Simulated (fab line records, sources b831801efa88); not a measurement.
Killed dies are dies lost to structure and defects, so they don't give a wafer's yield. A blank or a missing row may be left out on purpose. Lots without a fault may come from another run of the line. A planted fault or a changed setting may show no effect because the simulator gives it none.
Chamber matching | flow sky130 | SKY_POLY_GATE_ETCH_16 on rie_diel-04: 4 sister chambers
The step etches Si3N4 in CH3F/O2, stops on poly-Si, time 147.5 s, target depth 75 nm. 18 wafers are shown with their chamber, then 9 later ones without.

WAFERS WITH THEIR CHAMBER
wafer  | chamber | throttle_valve_pct (%) | oes_product_au (a.u.)
L075.1 | 2       | 10.541                 | 0.630
L075.4 | 1       | 10.539                 | 0.637
L075.6 | 2       | 10.534                 | 0.635
L077.1 | 2       | 10.552                 | 0.638
L077.4 | 0       | 10.521                 | 0.638
L077.5 | 1       | 10.533                 | 0.636
L079.3 | 1       | 10.533                 | 0.635
L079.4 | 0       | 10.543                 | 0.638
L079.5 | 0       | 10.539                 | 0.633
L081.3 | 0       | 10.543                 | 0.638
L081.5 | 2       | 10.553                 | 0.640
L081.6 | 3       | 10.536                 | 0.630
L091.3 | 1       | 10.535                 | 0.642
L091.4 | 2       | 10.536                 | 0.643
L091.5 | 0       | 10.537                 | 0.642
L093.1 | 3       | 10.532                 | 0.644
L093.2 | 0       | 10.541                 | 0.641
L093.6 | 1       | 10.530                 | 0.641

SIGNATURES (means of the wafers above)
reading            | chamber 0 | chamber 1 | chamber 2 | chamber 3 | scatter within a chamber
throttle_valve_pct | 10.53733  | 10.53400  | 10.54320  | 10.53400  | 0.00714
oes_product_au     | 0.63833   | 0.63820   | 0.63720   | 0.63700   | 0.00451
Rule: a wafer's distance from a chamber is the root of the sum, over the readings, of the square of ((its reading less the chamber's mean) divided by the reading's scatter). The wafer belongs to the nearest chamber; if the next one is less than 2 further off, it can't be placed. The scatter: the root of (the sum of the squares of (reading less its chamber's mean) over the shown wafers, divided by (wafers less chambers)).

WAFERS WITHOUT THEIR CHAMBER
wafer  | throttle_valve_pct (%) | oes_product_au (a.u.)
L094.1 | 10.538                 | 0.636
L094.3 | 10.519                 | 0.630
L094.6 | 10.551                 | 0.642
L096.3 | 10.538                 | 0.638
L096.5 | 10.537                 | 0.640
L096.6 | 10.550                 | 0.644
L097.1 | 10.532                 | 0.648
L097.2 | 10.522                 | 0.644
L097.5 | 10.538                 | 0.649

WHICH CHAMBER EACH WENT THROUGH
wafer  | from the rows above               | in truth
L094.1 | can't be placed: 0 or 3 or 1 or 2 | 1
L094.3 | can't be placed: 3 or 1 or 0 or 2 | 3
L094.6 | can't be placed: 2 or 0 or 1 or 3 | 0
L096.3 | can't be placed: 0 or 1 or 3 or 2 | 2
L096.5 | can't be placed: 0 or 1 or 3 or 2 | 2
L096.6 | can't be placed: 2 or 0 or 1 or 3 | 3
L097.1 | can't be placed: 1 or 0 or 3 or 2 | 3
L097.2 | can't be placed: 1 or 3 or 0 or 2 | 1
L097.5 | can't be placed: 0 or 1 or 2 or 3 | 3
Placed correctly: 0 of 9. Can't be placed from these rows: 9 (the true chamber is among the candidates in 9). Placed wrongly: 0.
